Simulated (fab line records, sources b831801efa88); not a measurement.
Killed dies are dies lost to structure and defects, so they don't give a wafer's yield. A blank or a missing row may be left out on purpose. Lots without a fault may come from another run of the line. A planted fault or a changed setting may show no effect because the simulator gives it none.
One fault seen from 2 desks | flow gf180mcu | each desk has only its own numbers; what lay behind them comes last

THE METROLOGY DESK
What the gauges read, lot by lot, whatever tool the lot ran on: means of the sampled wafers that have a number. A lot is out of limits, marked OUT, if its mean lies more than 4 standard deviations from the usual mean; the brackets give that distance.
Columns: A = V3_W_RS at GF_V3_RS_MEAS_24, usual 0.326 ohm/sq; B = V3_W_THK at GF_V3_THK_MEAS_25, usual 353 nm
lot  | first seen here | A     | B
L325 | day 23 03:24    | 0.320 | 357
L334 | day 25 22:04    | 0.328 | 349
L336 | day 26 13:19    | 0.327 | 353
L340 | day 27 18:04    | 0.326 | 350
L345 | day 29 05:17    | 0.325 | 350
L347 | day 29 15:16    | 0.330 | 349
This desk's finding: nothing out of limits on any of the 6 lots.

THE TOOL OWNER'S DESK: pvd_sputter-04
The tool's own readings at GF_M4_SPUTTER_03 (material Ti, target thk 10 nm, time 6.7 s): means of the sampled wafers that have a number, for each lot that ran on this tool. A lot is out of limits, marked OUT, if its mean lies more than 4 standard deviations from the usual mean; the brackets give that distance.
Columns: A = throttle_valve_pct at GF_M4_SPUTTER_03, usual 30.4 %
lot  | first seen here | A
L334 | day 25 22:40    | 29.7
L336 | day 26 13:58    | 31.9
L340 | day 27 18:38    | 30.7
This desk's finding: nothing out of limits on any of the 3 lots.

PUT TOGETHER
The metrology desk saw nothing out of limits.
The tool owner's desk saw nothing out of limits.

WHAT THE SIMULATOR HAD PUT IN
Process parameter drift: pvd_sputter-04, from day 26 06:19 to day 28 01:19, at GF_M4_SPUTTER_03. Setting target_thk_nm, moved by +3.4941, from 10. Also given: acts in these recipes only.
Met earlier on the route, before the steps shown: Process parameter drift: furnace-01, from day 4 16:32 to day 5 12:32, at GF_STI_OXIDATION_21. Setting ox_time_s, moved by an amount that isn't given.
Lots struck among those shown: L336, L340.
